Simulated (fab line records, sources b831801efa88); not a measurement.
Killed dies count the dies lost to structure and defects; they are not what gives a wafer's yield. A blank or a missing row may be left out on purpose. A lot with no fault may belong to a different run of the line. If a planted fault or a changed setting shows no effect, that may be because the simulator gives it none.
Which tool was responsible? || flow sky130 || 36 wafers from 12 lots sampled at 5 of the route's 708 steps

== WHAT THE GAUGES READ, wafer by wafer ==
SKY_SD_P_CD_MEAS_07: target cd 380 nm.
{"lot": "L910", "measured": "day 26 08:13", "on": "cd-sem-01", "cd-nm (nm)": "382.6 381.6 381.4"}
{"lot": "L911", "measured": "day 26 11:40", "on": "cd-sem-01", "cd-nm (nm)": "378.9 378.6 378.5"}
{"lot": "L909", "measured": "day 26 12:34", "on": "cd-sem-02", "cd-nm (nm)": "380.5 384.0 381.3"}
{"lot": "L913", "measured": "day 27 10:38", "on": "cd-sem-02", "cd-nm (nm)": "381.3 380.3 380.8"}
{"lot": "L914", "measured": "day 27 18:13", "on": "cd-sem-01", "cd-nm (nm)": "378.4 375.9 379.5"}
{"lot": "L916", "measured": "day 28 05:17", "on": "cd-sem-01", "cd-nm (nm)": "383.1 384.6 382.6"}
{"lot": "L917", "measured": "day 28 09:19", "on": "cd-sem-02", "cd-nm (nm)": "383.5 385.5 383.6"}
{"lot": "L919", "measured": "day 28 23:13", "on": "cd-sem-02", "cd-nm (nm)": "380.1 382.1 380.9"}
{"lot": "L920", "measured": "day 29 07:20", "on": "cd-sem-02", "cd-nm (nm)": "381.0 383.7 380.2"}
{"lot": "L922", "measured": "day 29 18:19", "on": "cd-sem-02", "cd-nm (nm)": "381.1 381.8 383.0"}
{"lot": "L925", "measured": "day 31 01:13", "on": "cd-sem-01", "cd-nm (nm)": "379.1 381.1 379.5"}
{"lot": "L926", "measured": "day 31 09:47", "on": "cd-sem-01", "cd-nm (nm)": "380.2 378.3 378.0"}

SKY_LI_CONTACT_CD_MEAS_12: target cd 170 nm.
{"lot": "L910", "measured": "day 29 23:55", "on": "cd-sem-02", "cd-nm (nm)": "173.2 169.9 171.3"}
{"lot": "L911", "measured": "day 30 01:56", "on": "cd-sem-01", "cd-nm (nm)": "171.4 171.6 169.9"}
{"lot": "L909", "measured": "day 30 03:59", "on": "cd-sem-02", "cd-nm (nm)": "172.7 171.6 172.5"}
{"lot": "L913", "measured": "day 30 23:58", "on": "cd-sem-01", "cd-nm (nm)": "169.1 167.3 167.9"}
{"lot": "L914", "measured": "day 31 07:46", "on": "cd-sem-01", "cd-nm (nm)": "173.0 170.5 169.6"}
{"lot": "L916", "measured": "day 31 16:59", "on": "cd-sem-02", "cd-nm (nm)": "167.7 168.9 166.5"}
{"lot": "L917", "measured": "day 31 21:29", "on": "cd-sem-02", "cd-nm (nm)": "170.9 171.6 171.3"}
{"lot": "L919", "measured": "day 32 11:19", "on": "cd-sem-01", "cd-nm (nm)": "170.8 170.9 172.4"}
{"lot": "L920", "measured": "day 32 19:38", "on": "cd-sem-01", "cd-nm (nm)": "168.0 169.0 169.5"}
{"lot": "L922", "measured": "day 33 04:47", "on": "cd-sem-01", "cd-nm (nm)": "168.7 170.5 168.7"}
{"lot": "L925", "measured": "day 34 11:19", "on": "cd-sem-02", "cd-nm (nm)": "169.6 169.4 169.3"}
{"lot": "L926", "measured": "day 34 19:36", "on": "cd-sem-01", "cd-nm (nm)": "171.4 169.8 170.8"}

SKY_LI_CONTACT_RS_MEAS_22: uses a four-point probe to measure.
{"lot": "L910", "measured": "day 30 00:46", "on": "film-metro-01", "LI_CONTACT_W_RS (ohm/sq)": "0.2788 0.2806 0.2819"}
{"lot": "L911", "measured": "day 30 02:47", "on": "film-metro-01", "LI_CONTACT_W_RS (ohm/sq)": "0.2861 0.2828 0.2816"}
{"lot": "L909", "measured": "day 30 04:57", "on": "film-metro-03", "LI_CONTACT_W_RS (ohm/sq)": "0.2857 0.2862 0.2862"}
{"lot": "L913", "measured": "day 31 00:50", "on": "film-metro-03", "LI_CONTACT_W_RS (ohm/sq)": "0.2914 0.2851 0.2896"}
{"lot": "L914", "measured": "day 31 08:36", "on": "film-metro-01", "LI_CONTACT_W_RS (ohm/sq)": "0.2867 0.2870 0.2862"}
{"lot": "L916", "measured": "day 31 17:49", "on": "film-metro-03", "LI_CONTACT_W_RS (ohm/sq)": "0.2875 0.2824 0.2840"}
{"lot": "L917", "measured": "day 31 22:20", "on": "film-metro-01", "LI_CONTACT_W_RS (ohm/sq)": "0.2854 0.2844 0.2858"}
{"lot": "L919", "measured": "day 32 12:09", "on": "film-metro-03", "LI_CONTACT_W_RS (ohm/sq)": "0.2836 0.2855 0.2886"}
{"lot": "L920", "measured": "day 32 20:29", "on": "film-metro-03", "LI_CONTACT_W_RS (ohm/sq)": "0.2854 0.2821 0.2843"}
{"lot": "L922", "measured": "day 33 05:38", "on": "film-metro-01", "LI_CONTACT_W_RS (ohm/sq)": "0.2806 0.2840 0.2836"}
{"lot": "L925", "measured": "day 34 12:10", "on": "film-metro-04", "LI_CONTACT_W_RS (ohm/sq)": "0.2997 0.3024 0.3010"}
{"lot": "L926", "measured": "day 34 20:28", "on": "film-metro-04", "LI_CONTACT_W_RS (ohm/sq)": "0.2975 0.2997 0.2974"}

== EACH LOT AND THE TOOL THAT RAN IT (in order: tool; ch and the chambers of the sampled wafers; start) ==
{"lot": "L910", "SKY_SPACER_ETCHBACK_02": "rie-diel-02 ch 1,3, day 23 20:18", "SKY_LI_CONTACT_CVD_21": "cvd-w-01 ch 0,1, day 30 00:38"}
{"lot": "L911", "SKY_SPACER_ETCHBACK_02": "rie-diel-04 ch 1,2, day 24 01:11", "SKY_LI_CONTACT_CVD_21": "cvd-w-01 ch 1, day 30 02:39"}
{"lot": "L909", "SKY_SPACER_ETCHBACK_02": "rie-diel-04 ch 0,1,3, day 24 02:23", "SKY_LI_CONTACT_CVD_21": "cvd-w-02 ch 0, day 30 04:42"}
{"lot": "L913", "SKY_SPACER_ETCHBACK_02": "rie-diel-03 ch 1,2, day 24 23:40", "SKY_LI_CONTACT_CVD_21": "cvd-w-02 ch 0,1, day 31 00:43"}
{"lot": "L914", "SKY_SPACER_ETCHBACK_02": "rie-diel-02 ch 0,2,3, day 25 07:43", "SKY_LI_CONTACT_CVD_21": "cvd-w-02 ch 0,1, day 31 08:29"}
{"lot": "L916", "SKY_SPACER_ETCHBACK_02": "rie-diel-03 ch 0,1, day 25 19:51", "SKY_LI_CONTACT_CVD_21": "cvd-w-02 ch 0,1, day 31 17:42"}
{"lot": "L917", "SKY_SPACER_ETCHBACK_02": "rie-diel-03 ch 0,1,3, day 25 22:25", "SKY_LI_CONTACT_CVD_21": "cvd-w-02 ch 0,1, day 31 22:12"}
{"lot": "L919", "SKY_SPACER_ETCHBACK_02": "rie-diel-04 ch 2,3, day 26 13:54", "SKY_LI_CONTACT_CVD_21": "cvd-w-02 ch 0,1, day 32 12:00"}
{"lot": "L920", "SKY_SPACER_ETCHBACK_02": "rie-diel-04 ch 0,1,2, day 26 22:54", "SKY_LI_CONTACT_CVD_21": "cvd-w-02 ch 0,1, day 32 20:21"}
{"lot": "L922", "SKY_SPACER_ETCHBACK_02": "rie-diel-03 ch 2,3, day 27 10:55", "SKY_LI_CONTACT_CVD_21": "cvd-w-01 ch 0,1, day 33 05:30"}
{"lot": "L925", "SKY_SPACER_ETCHBACK_02": "rie-diel-03 ch 0,2,3, day 28 18:21", "SKY_LI_CONTACT_CVD_21": "cvd-w-02 ch 0,1, day 34 12:03"}
{"lot": "L926", "SKY_SPACER_ETCHBACK_02": "rie-diel-03 ch 0,1,2, day 29 02:48", "SKY_LI_CONTACT_CVD_21": "cvd-w-02 ch 0, day 34 20:20"}
- SKY_SPACER_ETCHBACK_02: etches Si3N4 in CH3F/O2, stops on SiO2, time 46.7 s, target depth 45 nm.
- SKY_LI_CONTACT_CVD_21: deposits W, target thk 400 nm, time 120.56 s.

== WHAT THE TOOLS THEMSELVES READ (means of the sampled wafers that have a number; where no wafer has one, the mark that the record gives instead) ==
SKY_SPACER_ETCHBACK_02.
{"lot": "L910", "tool": "rie-diel-02", "ch3f-flow-sccm (sccm)": 40.03, "drypump-motor-current-A (A)": 5.4, "oes-product-au (a.u.)": 0.859, "rf-fwd-power-W (W)": 398.6, "throttle-valve-pct (%)": 10.569}
{"lot": "L911", "tool": "rie-diel-04", "ch3f-flow-sccm (sccm)": 40.08, "drypump-motor-current-A (A)": 6.0, "oes-product-au (a.u.)": 0.845, "rf-fwd-power-W (W)": 395.6, "throttle-valve-pct (%)": 10.565}
{"lot": "L909", "tool": "rie-diel-04", "ch3f-flow-sccm (sccm)": 40.10, "drypump-motor-current-A (A)": 5.6, "oes-product-au (a.u.)": 0.852, "rf-fwd-power-W (W)": 395.1, "throttle-valve-pct (%)": 10.558}
{"lot": "L913", "tool": "rie-diel-03", "ch3f-flow-sccm (sccm)": 40.06, "drypump-motor-current-A (A)": 6.0, "oes-product-au (a.u.)": 0.844, "rf-fwd-power-W (W)": 394.7, "throttle-valve-pct (%)": 10.564}
{"lot": "L914", "tool": "rie-diel-02", "ch3f-flow-sccm (sccm)": 40.00, "drypump-motor-current-A (A)": 5.6, "oes-product-au (a.u.)": 0.855, "rf-fwd-power-W (W)": 396.2, "throttle-valve-pct (%)": 10.559}
{"lot": "L916", "tool": "rie-diel-03", "ch3f-flow-sccm (sccm)": 40.00, "drypump-motor-current-A (A)": 5.7, "oes-product-au (a.u.)": 0.852, "rf-fwd-power-W (W)": 395.9, "throttle-valve-pct (%)": 10.561}
{"lot": "L917", "tool": "rie-diel-03", "ch3f-flow-sccm (sccm)": 40.11, "drypump-motor-current-A (A)": 5.7, "oes-product-au (a.u.)": 0.855, "rf-fwd-power-W (W)": 395.8, "throttle-valve-pct (%)": 10.567}
{"lot": "L919", "tool": "rie-diel-04", "ch3f-flow-sccm (sccm)": 39.96, "drypump-motor-current-A (A)": 6.2, "oes-product-au (a.u.)": 0.853, "rf-fwd-power-W (W)": 395.6, "throttle-valve-pct (%)": 10.558}
{"lot": "L920", "tool": "rie-diel-04", "ch3f-flow-sccm (sccm)": 40.07, "drypump-motor-current-A (A)": 5.6, "oes-product-au (a.u.)": 0.848, "rf-fwd-power-W (W)": 395.9, "throttle-valve-pct (%)": 10.564}
{"lot": "L922", "tool": "rie-diel-03", "ch3f-flow-sccm (sccm)": 40.01, "drypump-motor-current-A (A)": 6.1, "oes-product-au (a.u.)": 0.848, "rf-fwd-power-W (W)": 394.9, "throttle-valve-pct (%)": 10.557}
{"lot": "L925", "tool": "rie-diel-03", "ch3f-flow-sccm (sccm)": 39.99, "drypump-motor-current-A (A)": 5.8, "oes-product-au (a.u.)": 0.858, "rf-fwd-power-W (W)": 398.6, "throttle-valve-pct (%)": 10.562}
{"lot": "L926", "tool": "rie-diel-03", "ch3f-flow-sccm (sccm)": 40.00, "drypump-motor-current-A (A)": 5.9, "oes-product-au (a.u.)": 0.853, "rf-fwd-power-W (W)": 397.7, "throttle-valve-pct (%)": 10.556}

SKY_LI_CONTACT_CVD_21.
{"lot": "L910", "tool": "cvd-w-01", "heater-power-w (W)": 765, "susceptor-temp-C (C)": 400.19}
{"lot": "L911", "tool": "cvd-w-01", "heater-power-w (W)": 663, "susceptor-temp-C (C)": 400.21}
{"lot": "L909", "tool": "cvd-w-02", "heater-power-w (W)": 941, "susceptor-temp-C (C)": 399.54}
{"lot": "L913", "tool": "cvd-w-02", "heater-power-w (W)": 937, "susceptor-temp-C (C)": 400.01}
{"lot": "L914", "tool": "cvd-w-02", "heater-power-w (W)": 933, "susceptor-temp-C (C)": 400.12}
{"lot": "L916", "tool": "cvd-w-02", "heater-power-w (W)": 935, "susceptor-temp-C (C)": 399.86}
{"lot": "L917", "tool": "cvd-w-02", "heater-power-w (W)": 921, "susceptor-temp-C (C)": 399.96}
{"lot": "L919", "tool": "cvd-w-02", "heater-power-w (W)": 929, "susceptor-temp-C (C)": 400.31}
{"lot": "L920", "tool": "cvd-w-02", "heater-power-w (W)": 931, "susceptor-temp-C (C)": 399.78}
{"lot": "L922", "tool": "cvd-w-01", "heater-power-w (W)": 764, "susceptor-temp-C (C)": 400.14}
{"lot": "L925", "tool": "cvd-w-02", "heater-power-w (W)": 926, "susceptor-temp-C (C)": 397.86}
{"lot": "L926", "tool": "cvd-w-02", "heater-power-w (W)": 925, "susceptor-temp-C (C)": 397.68}

== THE ANSWER, worked out from the rows above alone ==
Rule: the usual values come from the lots themselves. The widest of any qualifying gaps counts: lots, ordered by their means at a reading, are off when they make up no more than a third of the lots, leave a main group of 4 or more, and stand apart from it by 3 or more times the standard deviation of that group's means. The tables above print the reading to a certain number of digits; a main group whose means all agree to those digits is not used. A lot without any number at a reading at which 4 lots or more have one is off too. All remaining lots with rows at the step are treated as sound. First the gauges in route order, then the tools' own readings, where a lot's mean is used as printed above. At the first step where some lot is off, the reading lying furthest off is the one used; lots without a number count as furthest.
Off: at SKY_LI_CONTACT_RS_MEAS_22 (LI_CONTACT_W_RS), L925, L926. The main group has a mean of 0.2848 ohm/sq with a standard deviation of 0.0022.
If a tool, at a process step before that reading, ran all the lots that are off and no sound lot after the first of them, it fits. Not tried: the gauges at SKY_LI_CONTACT_RS_MEAS_22; whatever is off there is also off at SKY_SPACER_ETCHBACK_02, on other tools, and gauge error can't account for it. This does not decide it: 2 tools fit, namely rie-diel-03 at SKY_SPACER_ETCHBACK_02 and cvd-w-02 at SKY_LI_CONTACT_CVD_21.

== WHAT THE SIMULATOR HAD INSERTED ==
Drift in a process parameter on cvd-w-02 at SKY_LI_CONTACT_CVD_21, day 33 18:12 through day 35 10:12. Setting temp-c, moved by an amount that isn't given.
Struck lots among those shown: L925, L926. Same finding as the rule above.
